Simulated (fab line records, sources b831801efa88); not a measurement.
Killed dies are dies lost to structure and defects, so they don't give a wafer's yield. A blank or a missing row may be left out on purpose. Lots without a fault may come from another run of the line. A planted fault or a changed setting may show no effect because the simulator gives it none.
A sampling plan put to the test | flow gf180mcu | one fab line, 47 faults that these records tell of, each judged on the records of the lots that it struck
The plan is the line's own looks: the steps of the route at which a gauge or an inspection reads the wafer and doesn't change it. A look can be judged if struck wafers have a number there and the file gives its usual mean and standard deviation on fault-free wafers. Caught: at a look after the fault's first step, the mean of the struck wafers lies 4 or more of those standard deviations (sigma) from the usual mean. On the tool: the same test on the tool's own readings at the fault's steps. Another recipe on the struck wafers, or a record that is blank for them alone, also counts as caught.

THE FAULTS, as the simulator had put them in
1. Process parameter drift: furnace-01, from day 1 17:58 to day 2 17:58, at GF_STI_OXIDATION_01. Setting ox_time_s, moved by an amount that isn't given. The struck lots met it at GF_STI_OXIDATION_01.
2. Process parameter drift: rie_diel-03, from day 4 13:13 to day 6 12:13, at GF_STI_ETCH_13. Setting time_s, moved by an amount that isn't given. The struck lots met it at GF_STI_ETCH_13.
3. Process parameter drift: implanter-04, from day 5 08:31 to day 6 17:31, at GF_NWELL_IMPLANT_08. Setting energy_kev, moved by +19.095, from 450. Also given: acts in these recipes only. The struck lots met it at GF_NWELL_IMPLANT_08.
4. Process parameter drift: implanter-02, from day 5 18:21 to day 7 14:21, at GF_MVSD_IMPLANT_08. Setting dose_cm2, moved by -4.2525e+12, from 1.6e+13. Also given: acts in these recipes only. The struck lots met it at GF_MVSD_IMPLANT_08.
5. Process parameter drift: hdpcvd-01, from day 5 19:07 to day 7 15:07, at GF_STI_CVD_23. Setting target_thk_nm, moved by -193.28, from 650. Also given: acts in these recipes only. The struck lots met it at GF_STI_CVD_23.
6. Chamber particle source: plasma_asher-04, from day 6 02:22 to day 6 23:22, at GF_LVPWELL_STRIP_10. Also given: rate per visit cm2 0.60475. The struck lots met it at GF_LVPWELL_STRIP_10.
7. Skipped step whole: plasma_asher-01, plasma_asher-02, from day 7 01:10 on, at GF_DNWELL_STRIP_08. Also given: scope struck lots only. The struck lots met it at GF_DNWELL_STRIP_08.
8. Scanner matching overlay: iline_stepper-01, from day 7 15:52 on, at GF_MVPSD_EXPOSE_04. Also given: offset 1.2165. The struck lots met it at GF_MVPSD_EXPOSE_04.
9. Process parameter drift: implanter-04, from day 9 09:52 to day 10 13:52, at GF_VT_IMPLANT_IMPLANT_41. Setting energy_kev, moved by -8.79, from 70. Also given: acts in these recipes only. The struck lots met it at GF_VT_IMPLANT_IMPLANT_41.
10. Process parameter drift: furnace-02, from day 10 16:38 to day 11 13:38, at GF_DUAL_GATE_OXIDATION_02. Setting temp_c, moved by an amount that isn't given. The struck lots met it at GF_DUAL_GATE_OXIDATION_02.
11. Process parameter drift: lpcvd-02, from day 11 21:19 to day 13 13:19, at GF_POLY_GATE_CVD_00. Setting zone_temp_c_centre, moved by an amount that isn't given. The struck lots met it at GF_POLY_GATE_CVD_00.
12. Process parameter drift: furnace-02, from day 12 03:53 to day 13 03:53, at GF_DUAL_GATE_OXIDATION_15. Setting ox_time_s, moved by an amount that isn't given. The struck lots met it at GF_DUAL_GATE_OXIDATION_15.
13. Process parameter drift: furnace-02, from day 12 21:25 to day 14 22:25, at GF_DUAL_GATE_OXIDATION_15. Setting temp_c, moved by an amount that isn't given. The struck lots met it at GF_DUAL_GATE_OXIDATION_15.
14. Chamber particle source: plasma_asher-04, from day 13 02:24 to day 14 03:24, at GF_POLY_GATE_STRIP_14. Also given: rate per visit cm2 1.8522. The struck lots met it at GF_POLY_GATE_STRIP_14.
15. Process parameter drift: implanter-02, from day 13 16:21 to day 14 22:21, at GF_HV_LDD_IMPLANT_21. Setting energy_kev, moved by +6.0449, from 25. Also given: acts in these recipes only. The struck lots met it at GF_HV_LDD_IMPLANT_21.
16. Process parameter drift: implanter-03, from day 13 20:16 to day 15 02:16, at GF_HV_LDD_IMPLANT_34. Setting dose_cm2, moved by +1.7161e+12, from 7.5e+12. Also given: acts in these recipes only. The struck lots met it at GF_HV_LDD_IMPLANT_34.
17. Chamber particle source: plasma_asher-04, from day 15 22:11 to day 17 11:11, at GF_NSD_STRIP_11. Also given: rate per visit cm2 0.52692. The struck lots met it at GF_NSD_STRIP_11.
18. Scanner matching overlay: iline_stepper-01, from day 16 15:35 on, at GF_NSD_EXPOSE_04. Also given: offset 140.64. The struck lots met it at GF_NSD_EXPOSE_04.
19. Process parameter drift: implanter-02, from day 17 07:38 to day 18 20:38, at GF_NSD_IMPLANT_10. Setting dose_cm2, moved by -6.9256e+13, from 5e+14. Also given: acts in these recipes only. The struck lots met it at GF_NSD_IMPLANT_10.
20. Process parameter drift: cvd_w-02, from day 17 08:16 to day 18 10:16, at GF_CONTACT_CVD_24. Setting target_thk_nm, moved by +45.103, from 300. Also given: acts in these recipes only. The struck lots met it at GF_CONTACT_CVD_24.
21. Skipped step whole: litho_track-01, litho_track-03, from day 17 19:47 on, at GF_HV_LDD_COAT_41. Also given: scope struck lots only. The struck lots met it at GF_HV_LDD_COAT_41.
22. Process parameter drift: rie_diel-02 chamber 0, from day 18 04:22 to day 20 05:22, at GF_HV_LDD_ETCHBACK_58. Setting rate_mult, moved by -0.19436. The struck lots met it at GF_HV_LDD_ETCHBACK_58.
23. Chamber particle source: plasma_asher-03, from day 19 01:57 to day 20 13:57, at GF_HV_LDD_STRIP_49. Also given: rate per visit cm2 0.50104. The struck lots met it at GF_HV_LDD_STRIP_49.
24. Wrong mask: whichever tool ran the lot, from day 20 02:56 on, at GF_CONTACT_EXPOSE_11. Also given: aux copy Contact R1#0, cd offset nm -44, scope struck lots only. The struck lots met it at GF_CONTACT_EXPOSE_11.
25. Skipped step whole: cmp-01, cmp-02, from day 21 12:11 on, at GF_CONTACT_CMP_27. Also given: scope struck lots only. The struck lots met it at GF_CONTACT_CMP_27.
26. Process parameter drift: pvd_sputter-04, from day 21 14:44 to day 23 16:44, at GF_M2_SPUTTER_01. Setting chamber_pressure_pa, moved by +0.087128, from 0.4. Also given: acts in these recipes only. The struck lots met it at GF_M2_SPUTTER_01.
27. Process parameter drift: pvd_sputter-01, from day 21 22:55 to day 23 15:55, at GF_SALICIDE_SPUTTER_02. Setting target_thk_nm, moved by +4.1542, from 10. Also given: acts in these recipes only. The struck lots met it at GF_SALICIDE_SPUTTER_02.
28. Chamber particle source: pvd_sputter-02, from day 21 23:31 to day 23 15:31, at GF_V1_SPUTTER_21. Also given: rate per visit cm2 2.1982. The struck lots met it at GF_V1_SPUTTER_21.
29. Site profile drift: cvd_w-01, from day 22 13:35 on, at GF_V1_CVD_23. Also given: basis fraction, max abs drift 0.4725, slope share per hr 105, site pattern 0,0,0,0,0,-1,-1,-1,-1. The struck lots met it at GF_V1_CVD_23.
30. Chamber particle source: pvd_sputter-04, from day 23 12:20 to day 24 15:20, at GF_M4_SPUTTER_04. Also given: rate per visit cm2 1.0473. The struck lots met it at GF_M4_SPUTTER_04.
31. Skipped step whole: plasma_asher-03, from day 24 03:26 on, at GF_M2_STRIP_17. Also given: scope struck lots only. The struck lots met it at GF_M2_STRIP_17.
32. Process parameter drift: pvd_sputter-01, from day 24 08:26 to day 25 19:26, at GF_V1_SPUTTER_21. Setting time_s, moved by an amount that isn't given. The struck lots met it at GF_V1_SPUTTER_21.
33. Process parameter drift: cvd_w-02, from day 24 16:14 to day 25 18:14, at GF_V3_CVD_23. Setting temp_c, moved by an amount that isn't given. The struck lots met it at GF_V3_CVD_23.
34. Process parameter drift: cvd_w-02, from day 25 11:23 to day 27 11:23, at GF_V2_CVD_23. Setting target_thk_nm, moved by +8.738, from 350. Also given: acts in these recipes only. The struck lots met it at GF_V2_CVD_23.
35. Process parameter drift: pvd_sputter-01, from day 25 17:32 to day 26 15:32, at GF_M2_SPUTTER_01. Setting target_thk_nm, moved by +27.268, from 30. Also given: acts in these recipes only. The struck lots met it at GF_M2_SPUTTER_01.
36. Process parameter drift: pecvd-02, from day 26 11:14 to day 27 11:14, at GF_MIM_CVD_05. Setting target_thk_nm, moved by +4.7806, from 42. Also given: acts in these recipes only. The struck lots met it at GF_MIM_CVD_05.
37. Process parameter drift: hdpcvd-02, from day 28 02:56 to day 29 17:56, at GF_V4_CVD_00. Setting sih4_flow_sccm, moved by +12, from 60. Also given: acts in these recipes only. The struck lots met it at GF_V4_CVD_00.
38. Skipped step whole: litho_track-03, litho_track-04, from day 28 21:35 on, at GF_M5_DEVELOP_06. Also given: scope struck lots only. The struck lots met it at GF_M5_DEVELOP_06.
39. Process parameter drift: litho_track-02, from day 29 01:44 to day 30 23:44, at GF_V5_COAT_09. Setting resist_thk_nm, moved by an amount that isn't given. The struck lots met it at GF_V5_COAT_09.
40. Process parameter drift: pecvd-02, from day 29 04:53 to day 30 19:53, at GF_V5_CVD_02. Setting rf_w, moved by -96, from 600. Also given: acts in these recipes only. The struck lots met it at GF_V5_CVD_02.
41. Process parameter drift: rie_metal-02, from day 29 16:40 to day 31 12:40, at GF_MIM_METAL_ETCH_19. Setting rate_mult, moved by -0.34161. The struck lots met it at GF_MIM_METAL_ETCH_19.
42. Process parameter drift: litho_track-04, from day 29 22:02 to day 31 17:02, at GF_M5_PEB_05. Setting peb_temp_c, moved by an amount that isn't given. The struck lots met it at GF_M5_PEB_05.
43. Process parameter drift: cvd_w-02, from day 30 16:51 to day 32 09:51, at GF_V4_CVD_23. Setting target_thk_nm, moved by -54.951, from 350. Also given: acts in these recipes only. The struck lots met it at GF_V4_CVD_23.
44. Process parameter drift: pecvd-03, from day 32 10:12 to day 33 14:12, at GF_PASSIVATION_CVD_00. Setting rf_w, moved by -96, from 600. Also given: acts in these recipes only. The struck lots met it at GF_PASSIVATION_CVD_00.
45. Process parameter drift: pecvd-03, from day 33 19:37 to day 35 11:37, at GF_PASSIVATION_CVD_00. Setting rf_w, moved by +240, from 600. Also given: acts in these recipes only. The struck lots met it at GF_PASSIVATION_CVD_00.
46. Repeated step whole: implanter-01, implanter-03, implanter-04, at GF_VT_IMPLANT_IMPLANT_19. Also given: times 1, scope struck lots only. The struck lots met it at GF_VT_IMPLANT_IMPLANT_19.
47. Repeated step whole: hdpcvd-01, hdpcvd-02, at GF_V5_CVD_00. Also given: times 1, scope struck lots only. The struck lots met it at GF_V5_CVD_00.

WHAT THE PLAN SAW
fault | on the tool itself                               | first look that catches it                      | reading, sigma                                                        | median hours from its first step to that look | hours from the fault's start to the first struck lot there | judged looks passed uncaught
1     | under 2 sigma                                    | GF_STI_THK_MEAS_02                              | STI_OXIDATION_THK +8.8                                                | 1.4                                           | 4                                                          | 0
2     | run_length_s -19 sigma                           | none of the 2 looks that can be judged after it | -                                                                     | -                                             | -                                                          | 2
3     | beam_energy_keV +99 or beyond sigma              | no look after it can be judged                  | -                                                                     | -                                             | -                                                          | 0
4     | dose_ions_cm2 -99 or beyond sigma                | GF_MVSD_TW_MEAS_11                              | MVSD_TW -4.7                                                          | 0.4                                           | 13                                                         | 0
5     | under 2 sigma                                    | GF_STI_THK_MEAS_24                              | STI_CVD_23_THK -37                                                    | 0.1                                           | 10                                                         | 0
6     | under 2 sigma                                    | not the one look that can be judged after it    | -                                                                     | -                                             | -                                                          | 1
7     | the tool's record is blank for the struck wafers | GF_NWELL_TW_MEAS_11                             | NWELL_TW -53                                                          | 16.1                                          | 21                                                         | 0
8     | no reading that can be judged                    | no look after it can be judged                  | -                                                                     | -                                             | -                                                          | 0
9     | beam_energy_keV -99 or beyond sigma              | no look after it can be judged                  | -                                                                     | -                                             | -                                                          | 0
10    | spike_tc_centre_C +17 sigma                      | GF_DUAL_GATE_THK_MEAS_03                        | DUAL_GATE_OXIDATION_00_THK +9.6                                       | 1.5                                           | 6                                                          | 0
11    | spike_tc_centre_C +10 sigma                      | GF_POLY_GATE_THK_MEAS_01                        | POLY_GATE_CVD_00_THK +12                                              | 1.3                                           | 4                                                          | 0
12    | under 2 sigma                                    | no look after it can be judged                  | -                                                                     | -                                             | -                                                          | 0
13    | spike_tc_centre_C -22 sigma                      | no look after it can be judged                  | -                                                                     | -                                             | -                                                          | 0
14    | under 2 sigma                                    | not the one look that can be judged after it    | -                                                                     | -                                             | -                                                          | 1
15    | beam_energy_keV +99 or beyond sigma              | GF_HV_LDD_TW_MEAS_23                            | HV_LDD_2_TW +5.0                                                      | 0.2                                           | 10                                                         | 0
16    | dose_ions_cm2 +99 or beyond sigma                | GF_HV_LDD_RS_MEAS_53                            | HV_LDD_RS -4.9                                                        | 22.3                                          | 30                                                         | 0
17    | under 2 sigma                                    | none of the 2 looks that can be judged after it | -                                                                     | -                                             | -                                                          | 2
18    | under 2 sigma                                    | GF_NSD_OVL_MEAS_08                              | NSD_OVL +99 or beyond                                                 | 11.2                                          | 14                                                         | 0
19    | dose_ions_cm2 -99 or beyond sigma                | GF_PSD_RS_MEAS_14                               | NSD_RS +9.9                                                           | 24.7                                          | 32                                                         | 0
20    | under 2 sigma                                    | GF_CONTACT_RS_MEAS_25                           | CONTACT_W_RS -9.0                                                     | 0.1                                           | 10                                                         | 0
21    | the tool's record is blank for the struck wafers | no look after it can be judged                  | -                                                                     | -                                             | -                                                          | 0
22    | under 2 sigma                                    | no look after it can be judged                  | -                                                                     | -                                             | -                                                          | 0
23    | under 2 sigma                                    | none of the 3 looks that can be judged after it | -                                                                     | -                                             | -                                                          | 3
24    | under 2 sigma                                    | GF_CONTACT_CD_MEAS_14                           | cd_nm -30                                                             | 11.8                                          | 15                                                         | 0
25    | the tool's record is blank for the struck wafers | no look after it can be judged                  | -                                                                     | -                                             | -                                                          | 0
26    | chamber_pressure_pa +99 or beyond sigma          | no look after it can be judged                  | -                                                                     | -                                             | -                                                          | 0
27    | under 2 sigma                                    | GF_SALICIDE_RS_MEAS_04                          | SALICIDE_TIN_RS -16                                                   | 0.1                                           | 17                                                         | 0
28    | under 2 sigma                                    | not the one look that can be judged after it    | -                                                                     | -                                             | -                                                          | 1
29    | under 2 sigma                                    | GF_V1_RS_MEAS_24                                | V1_W_RS +22                                                           | 0.1                                           | 1                                                          | 0
30    | under 2 sigma                                    | not the one look that can be judged after it    | -                                                                     | -                                             | -                                                          | 1
31    | no reading that can be judged                    | no look after it can be judged                  | -                                                                     | -                                             | -                                                          | 0
32    | under 2 sigma                                    | no look after it can be judged                  | -                                                                     | -                                             | -                                                          | 0
33    | susceptor_temp_C +60 sigma                       | GF_V3_RS_MEAS_24                                | V3_W_RS -13                                                           | 0.1                                           | 13                                                         | 0
34    | under 2 sigma                                    | none of the 2 looks that can be judged after it | -                                                                     | -                                             | -                                                          | 2
35    | under 2 sigma                                    | no look after it can be judged                  | -                                                                     | -                                             | -                                                          | 0
36    | under 2 sigma                                    | GF_MIM_THK_MEAS_06                              | MIM_CVD_05_THK +8.8                                                   | 0.1                                           | 4                                                          | 0
37    | sih4_flow_sccm +66 sigma                         | GF_V4_THK_MEAS_01                               | V4_CVD_00_THK +22                                                     | 0.1                                           | 9                                                          | 0
38    | no reading that can be judged                    | no look after it can be judged                  | -                                                                     | -                                             | -                                                          | 0
39    | no reading that can be judged                    | not the one look that can be judged after it    | -                                                                     | -                                             | -                                                          | 1
40    | rf_fwd_power_W -48 sigma                         | GF_V5_THK_MEAS_03                               | V5_CVD_02_THK -4.2                                                    | 0.1                                           | 5                                                          | 0
41    | oes_product_au -28 sigma                         | no look after it can be judged                  | -                                                                     | -                                             | -                                                          | 0
42    | heater_power_total_W +57 sigma                   | GF_M5_CD_MEAS_07                                | cd_nm -9.8                                                            | 0.3                                           | 4                                                          | 0
43    | under 2 sigma                                    | GF_V4_RS_MEAS_24                                | V4_W_RS +9.9                                                          | 0.1                                           | 9                                                          | 0
44    | rf_fwd_power_W -45 sigma                         | not the one look that can be judged after it    | strongest: PASSIVATION_CVD_00_THK at GF_PASSIVATION_THK_MEAS_01, -3.5 | -                                             | -                                                          | 1
45    | rf_fwd_power_W +99 or beyond sigma               | GF_PASSIVATION_THK_MEAS_01                      | PASSIVATION_CVD_00_THK +8.1                                           | 0.1                                           | 18                                                         | 0
46    | under 2 sigma                                    | GF_VT_IMPLANT_TW_MEAS_21                        | VT_IMPLANT_2_TW +16                                                   | 0.6                                           | -                                                          | 0
47    | under 2 sigma                                    | GF_V5_THK_MEAS_01                               | V5_CVD_00_THK +99 or beyond                                           | 0.3                                           | -                                                          | 0
A dash: the fault isn't caught, or these records don't give the number.

Caught at a look: 23 of 47. Caught on the tool: 21 of 47. By one or the other: 32 of 47.
Caught on the tool alone: faults 2, 3, 9, 13, 21, 25, 26, 41, 44.
Caught at a look alone: faults 1, 5, 18, 20, 24, 27, 29, 36, 43, 46, 47.
Caught by neither: faults 6, 8, 12, 14, 17, 22, 23, 28, 30, 31, 32, 34, 35, 38, 39.

THINNER SAMPLING
If the look that catches a fault measured only every second or every third lot, by lot number, the first struck lot would be measured this late in the worst case:
fault | struck lots at that look, in order of time | every lot | every second lot | every third lot
1     | L372, L373                                 | 4 h       | 9 h              | may miss all 2
4     | L928, L929                                 | 13 h      | 19 h             | may miss all 2
5     | L835, L836                                 | 10 h      | 17 h             | may miss all 2
7     | L738, L740                                 | 21 h      | may miss all 2   | may miss all 2
10    | L271, L272                                 | 6 h       | 11 h             | may miss all 2
11    | L272, L274, L275                           | 4 h       | 33 h             | may miss all 3
15    | L630, L631                                 | 10 h      | 16 h             | may miss all 2
16    | L311, L313                                 | 30 h      | may miss all 2   | may miss all 2
18    | L702, L703                                 | 14 h      | 17 h             | may miss all 2
19    | L891, L892, L893                           | 32 h      | 45 h             | 53 h
20    | L827, L829                                 | 10 h      | may miss all 2   | may miss all 2
24    | L574                                       | 15 h      | may miss it      | may miss it
27    | L345, L346                                 | 17 h      | 22 h             | may miss all 2
29    | L258, L262                                 | 1 h       | may miss all 2   | may miss all 2
33    | L508, L510                                 | 13 h      | may miss all 2   | may miss all 2
36    | L899, L900, L901                           | 4 h       | 17 h             | 21 h
37    | L510, L511                                 | 9 h       | 22 h             | may miss all 2
40    | L924, L926                                 | 5 h       | may miss all 2   | may miss all 2
42    | L172, L174                                 | 4 h       | may miss all 2   | may miss all 2
43    | L429, L431, L432                           | 9 h       | 23 h             | may miss all 3
45    | L272, L273                                 | 18 h      | 19 h             | may miss all 2
Hours are from the fault's start to the first struck lot that is measured. The limit of 4 sigma was tested on all struck wafers together, so one lot alone may lie under it. Other struck lots may not be in these records.

THE LONGEST TIMED WAY FROM STEP TO LOOK
Fault 19: a median of 24.7 hours passes between GF_NSD_IMPLANT_10 and GF_PSD_RS_MEAS_14. No look between them can be judged.
